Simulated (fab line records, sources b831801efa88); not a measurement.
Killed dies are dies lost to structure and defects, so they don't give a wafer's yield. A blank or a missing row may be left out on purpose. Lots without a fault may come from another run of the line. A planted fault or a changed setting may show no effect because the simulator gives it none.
Chamber matching | flow sky130 | SKY_METAL1_STRIP_21 on wet_bench-04: 3 sister chambers
The step strips in post etch residue remover, time 1200 s. 3 wafers are shown with their chamber, then 7 later ones without.

WAFERS WITH THEIR CHAMBER
wafer  | chamber | temp_c (C)
L325.6 | 1       | 72.45
L327.6 | 3       | 72.41
L340.3 | 0       | 72.52

WAFERS WITHOUT THEIR CHAMBER
wafer  | temp_c (C)
L340.5 | 72.43
L342.1 | 72.44
L342.4 | 72.61
L342.5 | 72.59
L344.1 | 72.45
L344.2 | 72.61
L344.4 | 72.49

WHICH CHAMBER EACH WENT THROUGH
wafer  | from the rows above          | in truth
L340.5 | can't be placed: 1 or 3 or 0 | 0
L342.1 | can't be placed: 1 or 3 or 0 | 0
L342.4 | can't be placed: 0 or 1 or 3 | 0
L342.5 | can't be placed: 0 or 1 or 3 | 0
L344.1 | can't be placed: 1 or 3 or 0 | 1
L344.2 | can't be placed: 0 or 1 or 3 | 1
L344.4 | can't be placed: 0 or 1 or 3 | 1
Placed correctly: 0 of 7. Can't be placed from these rows: 7 (the true chamber is among the candidates in 7). Placed wrongly: 0.
How it was worked out, from the rows above alone: a wafer's distance from a chamber is the root of the sum, over the readings, of the square of ((its reading less the chamber's mean) divided by the reading's scatter). The wafer belongs to the nearest chamber; if the next one is less than 2 further off, it can't be placed. A chamber's mean is the mean of its shown wafers. The scatter: with one shown wafer a chamber, the root of the mean of the squares of how far each hidden wafer lies from its nearest shown one.
